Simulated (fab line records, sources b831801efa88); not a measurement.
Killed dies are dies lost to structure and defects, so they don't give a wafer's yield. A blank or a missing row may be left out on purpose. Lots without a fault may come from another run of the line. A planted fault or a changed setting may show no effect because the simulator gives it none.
Which tool did it? | flow sky130 | 6 lots, 16 wafers sampled, at 3 steps of a route of 708

WHAT THE GAUGES READ, wafer by wafer
SKY_SD_N_RS_MEAS_18: measures by four-point-probe.
lot  | measured     | on            | RES_XHIGH_RS (ohm/sq)
L394 | day 29 14:23 | film_metro-02 | 335.2 333.1 334.7
L396 | day 29 22:21 | film_metro-02 | 332.9 333.0 333.2
L398 | day 30 11:18 | film_metro-01 | 332.7 331.8 332.1
L408 | day 34 00:05 | film_metro-01 | 333.1 385.7
L410 | day 34 15:52 | film_metro-02 | 383.4 384.7
L411 | day 35 16:05 | film_metro-02 | 333.0 332.1 334.5

WHICH TOOL RAN EACH LOT (tool, then ch and the chambers of the sampled wafers, then the start)
lot  | SKY_LDD_HVN_STRIP_09                 | SKY_RES_XHIGH_IMPLANT_07
L394 | plasma_asher-04 ch 0,1, day 22 01:02 | implanter-04 ch 0, day 28 09:32
L396 | plasma_asher-02 ch 0,1, day 22 13:09 | implanter-04 ch 0, day 28 17:35
L398 | plasma_asher-01 ch 0,1, day 23 01:43 | implanter-03 ch 0, day 29 06:16
L408 | plasma_asher-04 ch 0, day 26 19:56   | implanter-03 ch 0, day 32 20:19
L410 | plasma_asher-04 ch 0,1, day 27 15:34 | implanter-03 ch 0, day 33 12:19
L411 | plasma_asher-02 ch 0,1, day 28 16:51 | implanter-01 ch 0, day 34 12:22
- SKY_LDD_HVN_STRIP_09: strips in O2/N2.
- SKY_RES_XHIGH_IMPLANT_07

THE ANSWER, worked out from the rows above alone
Rule: what is usual is taken from the lots themselves. Put in order of their means at a reading, lots are off if they are a third of the lots or fewer, leave a main group of 4 or more, and stand apart from it by a gap of 3 or more times the standard deviation of the main group's means; of several such gaps the widest counts. A main group whose means are all the same, to the digits that the tables above print for the reading, isn't used. A lot without any number at a reading at which 4 lots or more have one is off too. The other lots that the step has rows for count as sound.
Off: L408, L410, at SKY_SD_N_RS_MEAS_18 (RES_XHIGH_RS). The main group: mean 333.2 ohm/sq, standard deviation 0.76.
A tool fits if, at a process step before that reading, it ran every lot that is off, and no sound lot after the first of them. The gauges at SKY_SD_N_RS_MEAS_18 are tried like those tools. Can't be told from this: 2 tools fit, plasma_asher-04 at SKY_LDD_HVN_STRIP_09, implanter-03 at SKY_RES_XHIGH_IMPLANT_07.

WHAT THE SIMULATOR HAD PUT IN
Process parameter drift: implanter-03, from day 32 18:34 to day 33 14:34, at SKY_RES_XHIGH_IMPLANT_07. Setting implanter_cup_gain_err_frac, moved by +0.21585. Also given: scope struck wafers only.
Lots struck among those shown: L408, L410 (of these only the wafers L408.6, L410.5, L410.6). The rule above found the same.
